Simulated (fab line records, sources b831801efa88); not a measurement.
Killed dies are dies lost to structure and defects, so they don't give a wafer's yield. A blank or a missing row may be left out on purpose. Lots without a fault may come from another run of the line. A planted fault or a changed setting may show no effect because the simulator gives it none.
A struck lot beside a sound one | flow sky130 | 16 steps out of a route of 708
Sound: wafers L611.3, L611.5, L611.6. Struck: wafers L607.2, L607.3, L607.5. The cause comes at the end.
At each step with rows: each side's tool, then ch and its chambers, then its first start. Under that, the readings that differ: sound wafers | struck wafers | difference of the means | sigmas: that difference in standard deviations of wafers without a fault.
alike: readings whose means differ by less than 2 such deviations, and words and numbers that are the same on both sides. not compared: withheld readings, readings that some wafer has no value for, bounds like >300 that may hide the same value, and numbers for which the record gives no deviation and whose values overlap.
The two part at a step that has a row with sigmas, a row that says differs or no value, or rows on one side only. Numbers that don't overlap but have no deviation are shown without sigmas and don't part them. A reading that every wafer of one side lacks parts them only if that side has two wafers or more.

SKY_SD_N_OVL_MEAS_08:
  sound on overlay-02, day 33 06:31; struck on overlay-01, day 32 00:59
  alike: SD_N_OVL
then, 2 steps without rows for these wafers: SKY_SD_N_IMPLANT_09; SKY_SD_N_IMPLANT_10.
SKY_SD_N_STRIP_11: strips in O2/N2.
  sound on plasma_asher-03 ch 0,1, day 33 06:53; struck on plasma_asher-01 ch 0,1, day 32 01:19
  alike: drypump_motor_current_A, oes_product_au, strip_time_to_endpoint_s
  not compared: rf_hours_counter_h
SKY_SD_N_TW_MEAS_12:
  sound on film_metro-04, day 33 06:58; struck on film_metro-02, day 32 01:26
  alike: SD_N_TW
then, 1 step without rows for these wafers: SKY_SD_N_CLEAN_13 (cleans in SC1/SC2, time 150 s).
SKY_SD_N_RTA_14: time 2 s.
  sound on rtp_anneal-01 ch 0, day 33 07:05; struck on rtp_anneal-01 ch 0, day 32 01:33
  alike: chamber_o2_ppm, lamp_power_pct, wafer_temp_C_max
SKY_SD_N_RS_MEAS_16: measures by four-point-probe.
  sound on film_metro-02, day 33 07:16; struck on film_metro-04, day 32 01:44
  alike: SD_N_RS
SKY_SD_N_RS_MEAS_17: measures by four-point-probe.
  sound on film_metro-02, day 33 07:23; struck on film_metro-04, day 32 01:51
  alike: SD_P_RS
SKY_SD_N_RS_MEAS_18: measures by four-point-probe.
  sound on film_metro-02, day 33 07:31; struck on film_metro-04, day 32 01:58
  alike: RES_XHIGH_RS
then, 1 step without rows for these wafers: SKY_SALICIDE_CLEAN_00 (cleans in HF-last, time 30 s).
SKY_LI_CONTACT_HDPCVD_00: deposits PSG, target thk 930 nm, time 155 s.
  sound on hdpcvd-02 ch 0,1, day 33 07:37; struck on hdpcvd-01 ch 0,2, day 32 02:05
  reading                                       | sound             | struck            | difference | sigmas
  run_length_s (s)                              | 182.5 182.3 182.8 | 146.8 146.2 146.6 | -36.0      | -86
  model.PSG_of_LI_CONTACT_HDPCVD_00.thk_nm (nm) | 945.6 919.1 944.9 | 712.6 705.1 705   | -229.0     |
SKY_LI_CONTACT_THK_MEAS_01:
  sound on film_metro-01, day 33 07:44; struck on film_metro-01, day 32 02:12
  reading                    | sound       | struck      | difference | sigmas
  LI_CONTACT_HDPCVD_THK (nm) | 946 919 945 | 713 705 705 | -229       | -21
SKY_LI_CONTACT_CMP_02: polishes PSG.
  sound on cmp-01 ch 0,1, day 33 07:46; struck on cmp-01 ch 0,1, day 32 02:18
  reading                | sound    | struck   | difference | sigmas
  time_to_endpoint_s (s) | 36 35 31 | 10 12 11 | -23        | -8
  alike: motor_current_A
SKY_LI_CONTACT_BOW_MEAS_03:
  sound on film_metro-02, day 33 08:07; struck on film_metro-04, day 32 02:34
  alike: LI_CONTACT_BOW
-- the record jumps here: 17 days lie between the struck wafers' starts before and after (it left off in module LI_CONTACT and takes up again in module PAD_OPEN, whose first step shown is number 708 of the route) --
SKY_PAD_OPEN_PROBE_99:
  the record has rows for the struck wafers here (prober-02, day 48 22:08) and none for the sound ones

WHERE THEY PART
First at SKY_LI_CONTACT_HDPCVD_00; last, within this record, at SKY_PAD_OPEN_PROBE_99.

WHY: what the simulator had put in
Process parameter drift: hdpcvd-01, from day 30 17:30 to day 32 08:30, at SKY_LI_CONTACT_HDPCVD_00. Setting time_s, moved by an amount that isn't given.
